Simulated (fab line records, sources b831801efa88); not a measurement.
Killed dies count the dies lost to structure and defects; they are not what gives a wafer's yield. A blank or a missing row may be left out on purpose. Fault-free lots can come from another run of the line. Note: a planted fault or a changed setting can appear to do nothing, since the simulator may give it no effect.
Struck lot and sound lot, side by side    flow sky130    15 out of 708 route steps
Sound: the wafers L538.1, L538.5, L538.6. Wafers struck: L542.1, L542.2, L542.6. Last of all comes the cause.
For every step that has rows: the tool of each side, followed by ch and its chambers, followed by its first start. Under that, the readings that differ: sound wafers    struck wafers    difference of the means    sigmas: that difference in standard deviations of wafers without a fault.
alike: readings with means less than 2 such deviations apart, plus words and numbers identical on both sides. not compared: withheld readings, readings lacking a value on some wafer, bounds such as >300 that could conceal the same value, and numbers that have no deviation in the record and whose values overlap.
Wherever a step has rows on one side only, a row that says differs or no value, or a row with sigmas, the two part there. Numbers that don't overlap but have no deviation are shown without sigmas and don't part them. Lack of a reading on every wafer of one side parts them only where that side has two or more wafers.

first, 2 steps without rows for these wafers: SKY_METAL5_CLEAN_18 (cleans in IPA, time 180 s); SKY_METAL5_CLEAN_19 (cleans in O3/DIW).
SKY_PASSIVATION_CVD_00: deposits SiO2, target thk 90 nm.
  sound on pecvd-02 ch 0,1,2, day 44 09:00; struck on pecvd-03 ch 0,2, day 45 18:46
  alike: heaterPowerW
SKY_PASSIVATION_THK_MEAS_01:
  struck on filmMetro-01, day 45 18:47; sound on filmMetro-03, day 44 09:01
  alike: PASSIVATION_CVD_00_THK
SKY_PASSIVATION_CVD_02: deposits Si3N4, target thk 540 nm.
  sound on pecvd-03 ch 0,1,2, day 44 09:05; struck on pecvd-02 ch 1,2, day 45 18:50
  alike: heaterPowerW
SKY_PASSIVATION_THK_MEAS_03:
  struck on filmMetro-03, day 45 19:04; sound on filmMetro-03, day 44 09:19
  alike: PASSIVATION_CVD_02_THK
then, 6 steps without rows for these wafers: SKY_PASSIVATION_DEHYDRATE_04 (time 60 s); SKY_PASSIVATION_HMDS_05 (prime time 60 s); SKY_PASSIVATION_COAT_06 (resist thk 3000 nm); SKY_PASSIVATION_SOFTBAKE_07; SKY_PASSIVATION_EXPOSE_08 (exposes mask NSM, target cd 3000 nm); SKY_PASSIVATION_PEB_09.
SKY_PASSIVATION_DEVELOP_10: develop time 60 s.
  sound on lithoTrack-02 ch 0, day 45 06:00; struck on lithoTrack-02 ch 0, day 46 15:00
reading             sound              struck             difference  sigmas
developerTempC (C)  23.01 22.91 23.04  22.08 22.11 22.05  -0.91       -8
  alike: chillPlateTempC
SKY_PASSIVATION_ETCH_11: etches the open film in CF4/O2, stops on AlCu, target depth 725 nm, time 161.1 s.
  sound on rieDiel-02 ch 0,2,3, day 45 07:08; struck on rieDiel-04 ch 1,2,3, day 46 15:38
  alike: cf4FlowSccm, drypumpMotorCurrentA, oesProductAu, throttleValvePct
  not compared: rfHoursCounterH
SKY_PAD_OPEN_PROBE_99:
  struck on prober-01, day 47 12:50; sound on prober-02, day 46 06:10
  alike: defectLimitedYield, killed_at_M0_to_M3, killed_at_M4_up, killedAtContacts, killedAtFrontEnd, killedAtOther, killedDies, killedOpen, killedShort, sort_bin_3_pad_short, sort_bin_5_function, sort_bin_6_memory, sortNPass, sortYieldPct

== WHERE THEY PART ==
Within this record, at SKY_PASSIVATION_DEVELOP_10 only. Later steps at which nothing parts them and some readings are alike: SKY_PASSIVATION_ETCH_11, SKY_PAD_OPEN_PROBE_99.

WHY: the cause the simulator had injected
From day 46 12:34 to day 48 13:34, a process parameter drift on lithoTrack-02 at SKY_PASSIVATION_DEVELOP_10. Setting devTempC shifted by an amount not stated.
